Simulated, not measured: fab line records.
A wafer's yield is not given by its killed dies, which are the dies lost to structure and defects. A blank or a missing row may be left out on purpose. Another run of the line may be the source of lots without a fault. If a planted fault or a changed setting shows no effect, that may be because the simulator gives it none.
Chamber matching    flow gf180mcu    GF_POLY_GATE_ETCH_13 on rieSi-02 has 4 sister chambers
The step etches poly-Si in HBr/Cl2, stops on SiO2, target depth 198.5 nm, time 69.6 s. 14 wafers are shown with their chamber, then 7 later ones without.

WAFERS WITH THEIR CHAMBER
wafer   chamber  drypumpMotorCurrentA (A)  oesProductAu (a.u.)  throttleValvePct (%)
L690.2  2        6.3                       0.968                33.673
L690.3  3        5.8                       0.999                33.697
L690.5  3        5.8                       0.997                33.701
L691.2  0        5.5                       0.996                33.689
L691.4  3        5.7                       1.000                33.686
L691.5  3        5.7                       0.998                33.691
L692.2  0        5.5                       0.995                33.695
L692.4  3        5.7                       0.990                33.699
L692.5  1        6.0                       0.975                33.671
L704.1  3        5.8                       1.006                33.691
L704.4  2        6.2                       0.960                33.675
L704.6  0        5.5                       0.997                33.693
L707.3  1        6.0                       0.980                33.685
L707.4  3        5.8                       0.995                33.683

SIGNATURES, as means of the wafers listed above
reading               chamber 0  chamber 1  chamber 2  chamber 3  scatter within a chamber
drypumpMotorCurrentA  5.500      6.000      6.250      5.757      0.0471
oesProductAu          0.99600    0.97750    0.96400    0.99786    0.00435
throttleValvePct      33.69233   33.67800   33.67400   33.69257   0.00625
Rule: a wafer lies at a distance from a chamber equal to the root of the sum of squares, over the readings, of (its reading less the chamber's mean, divided by the reading's scatter). If the next closest chamber is less than 2 further off than the closest, the wafer can't be placed; otherwise it belongs to the closest. The scatter is the square root of a quotient: the sum, over the shown wafers, of each reading's squared deviation from its chamber's mean, divided by wafers minus chambers.

WAFERS WITH NO CHAMBER GIVEN
wafer   drypumpMotorCurrentA (A)  oesProductAu (a.u.)  throttleValvePct (%)
L707.5  6.0                       0.983                33.679
L710.2  6.0                       0.993                33.683
L710.4  6.3                       0.964                33.673
L710.6  6.0                       0.985                33.687
L711.1  6.3                       0.964                33.692
L711.4  5.5                       0.990                33.673
L711.6  5.5                       0.995                33.693

WHICH CHAMBER EACH ONE RAN IN
wafer   from the rows above      in truth
L707.5  1                        1
L710.2  can't be placed: 1 or 3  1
L710.4  2                        2
L710.6  1                        1
L711.1  2                        2
L711.4  0                        0
L711.6  0                        0
Correct placement for 6 of the 7. Can't be placed from these rows: 1 (the true chamber is among the candidates in 1). Placed wrongly: 0.
